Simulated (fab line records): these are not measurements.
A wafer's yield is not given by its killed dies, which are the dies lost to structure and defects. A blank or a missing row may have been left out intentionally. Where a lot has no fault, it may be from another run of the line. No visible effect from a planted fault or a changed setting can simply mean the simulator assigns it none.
A struck lot beside a sound one | flow sky130 | 27 out of 708 route steps
Sound: wafers L445.2, L445.3, L445.4. The struck wafers were L454.2, L454.4, L454.6. Last of all comes the cause.
Each step with rows lists, per side, the tool, then ch with its chambers, then its first start. Under that, the readings that differ: sound wafers | struck wafers | difference of the means | sigmas: that difference in standard deviations of wafers without a fault.
alike: readings with means less than 2 such deviations apart, plus words and numbers identical on both sides. not compared: withheld readings, readings lacking a value on some wafer, bounds such as >300 that could conceal the same value, and numbers that have no deviation in the record and whose values overlap.
A row with sigmas, a row that says differs or no value, or rows on one side alone: a step with any of these is where the two part. Numbers that don't overlap but have no deviation are shown without sigmas and don't part them. Lack of a reading on every wafer of one side parts them only where that side has two or more wafers.

first, 1 step without rows for these wafers: SKY_VIA4_ETCH_12 (etches SiO2 in C4F8/O2/Ar, stops on TiN, target depth 580 nm).
SKY_VIA4_STRIP_13: strips in O2/N2.
  sound on plasma asher-02 ch 0,1, day 44 09:36; struck on plasma asher-02 ch 0, day 47 10:18
  alike: drypump motor current A, oes product au, strip time to endpoint s
  not compared: rf hours counter h
then, 5 steps without rows for these wafers: SKY_VIA4_STRIP_14 (strips in post etch residue remover, time 1200 s); SKY_VIA4_CLEAN_15 (cleans in IPA, time 180 s); SKY_VIA4_CLEAN_16 (cleans in O3/DIW); SKY_VIA4_SPUTTER_17 (material TiN, target thk 20 nm, time 80 s); SKY_VIA4_CVD_18 (deposits W, target thk 505 nm, time 152.14 s).
SKY_VIA4_RS_MEAS_19: measures by four-point-probe.
  sound on film metro-03, day 44 10:46; struck on film metro-01, day 47 11:08
  alike: VIA4_W_RS
SKY_VIA4_THK_MEAS_20: measures by xrf.
  sound on film metro-03, day 44 10:53; struck on film metro-01, day 47 11:15
  alike: VIA4_W_THK
SKY_VIA4_CMP_21: polishes, stops on SiO2, t overpolish 25 s, target thk 0 nm.
  sound on cmp-02 ch 1,2,3, day 44 10:56; struck on cmp-01 ch 0,1, day 47 11:38
  alike: edge zone pressure frac, motor current A, overpolish run s, time to endpoint s
then, 1 step without rows for these wafers: SKY_METAL5_SPUTTER_00 (material Ti, target thk 15 nm, time 10 s).
SKY_METAL5_SPUTTER_01: material TiN, target thk 20 nm, time 16.7 s.
  sound on pvd sputter-02, day 44 11:15; struck on pvd sputter-02, day 47 11:57
  alike: cathode dc power W, chamber pressure pa, throttle valve pct
SKY_METAL5_SPUTTER_02: material AlCu, target thk 1150 nm, time 61.2 s.
  sound on pvd sputter-02, day 44 11:16; struck on pvd sputter-02, day 47 11:59
  reading                                     | sound             | struck            | difference | sigmas
  cathode dc power W (W)                      | 10603 10601 10600 | 11021 11024 11022 | +421       | +99 or more
  model.AlCu_of_METAL5_SPUTTER_02.thk nm (nm) | 1135 1159 1149    | 1184 1184 1185    | +37        |
  alike: chamber pressure pa, throttle valve pct
SKY_METAL5_SPUTTER_03: material Ti, target thk 5 nm, time 3.3 s.
  sound on pvd sputter-02, day 44 11:19; struck on pvd sputter-02, day 47 12:02
  alike: cathode dc power W, chamber pressure pa, throttle valve pct
then, 1 step without rows for these wafers: SKY_METAL5_SPUTTER_04 (material TiN, target thk 70 nm, time 58.3 s).
SKY_METAL5_RS_MEAS_05: measures by four-point-probe.
  sound on film metro-04, day 44 11:25; struck on film metro-01, day 47 12:35
  reading                 | sound                | struck               | difference | sigmas
  METAL5_ALCU_RS (ohm/sq) | 0.0275 0.0269 0.0272 | 0.0262 0.0263 0.0262 | -0.0010    | -3
  not compared: hold
SKY_METAL5_THK_MEAS_06: measures by xrf.
  sound on film metro-04, day 44 11:31; struck on film metro-01, day 47 16:27
  reading              | sound          | struck         | difference | sigmas
  METAL5_ALCU_THK (nm) | 1119 1140 1130 | 1173 1166 1175 | +42        | +3
  not compared: hold
then, 7 steps without rows for these wafers: SKY_METAL5_HMDS_08 (prime time 60 s); SKY_METAL5_COAT_09 (resist thk 1800 nm); SKY_METAL5_SOFTBAKE_10 (time 60 s); SKY_METAL5_EXPOSE_11 (exposes mask MM5, target cd 1600 nm); SKY_METAL5_PEB_12; SKY_METAL5_DEVELOP_13 (develop time 60 s); SKY_METAL5_DESCUM_14 (chemistry O2, time 11 s).
SKY_METAL5_METAL_ETCH_15: etches the open film in Cl2/BCl3, stops on SiO2, target depth 1260 nm, time 252 s.
  sound on rie metal-02 ch 1, day 45 09:02; struck on rie metal-02 ch 0,1, day 48 07:26
  alike: drypump motor current A, he backside leak sccm, oes product au, throttle valve pct
  not compared: rf hours counter h, model.METAL5.feature depth nm, model.etch.depth nm
SKY_METAL5_STRIP_16: strips in O2/N2.
  sound on plasma asher-03 ch 0,1, day 45 09:26; struck on plasma asher-03 ch 0,1, day 48 07:40
  alike: drypump motor current A, oes product au, strip time to endpoint s
  not compared: rf hours counter h
SKY_PAD_OPEN_PROBE_99:
  sound on prober-01, day 47 05:58; struck on prober-02, day 49 23:37
  reading                      | sound                   | struck                  | difference | sigmas
  killed_at_M4_up              | 1 2 1                   | 4 3 9                   | +4         | +2
  model.etest.met5.rs ohm sq   | 0.02766 0.02723 0.02733 | 0.02621 0.02645 0.02623 | -0.00111   |
  model.etest.met5.line ohm um | 0.01732 0.01698 0.01706 | 0.01638 0.01657 0.01641 | -0.00067   |
  alike: defect limited yield, killed_at_M0_to_M3, killed at contacts, killed at front end, killed at other, killed dies, killed on rim, killed open, killed short, sort_bin_3_pad_short, sort_bin_5_function, sort_bin_6_memory, sort n pass, sort yield pct

WHERE THEY PART
First at SKY_METAL5_SPUTTER_02; last, within this record, at SKY_PAD_OPEN_PROBE_99.

WHY: what the simulator had put in
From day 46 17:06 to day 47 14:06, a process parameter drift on pvd sputter-02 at SKY_METAL5_SPUTTER_02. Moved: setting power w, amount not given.
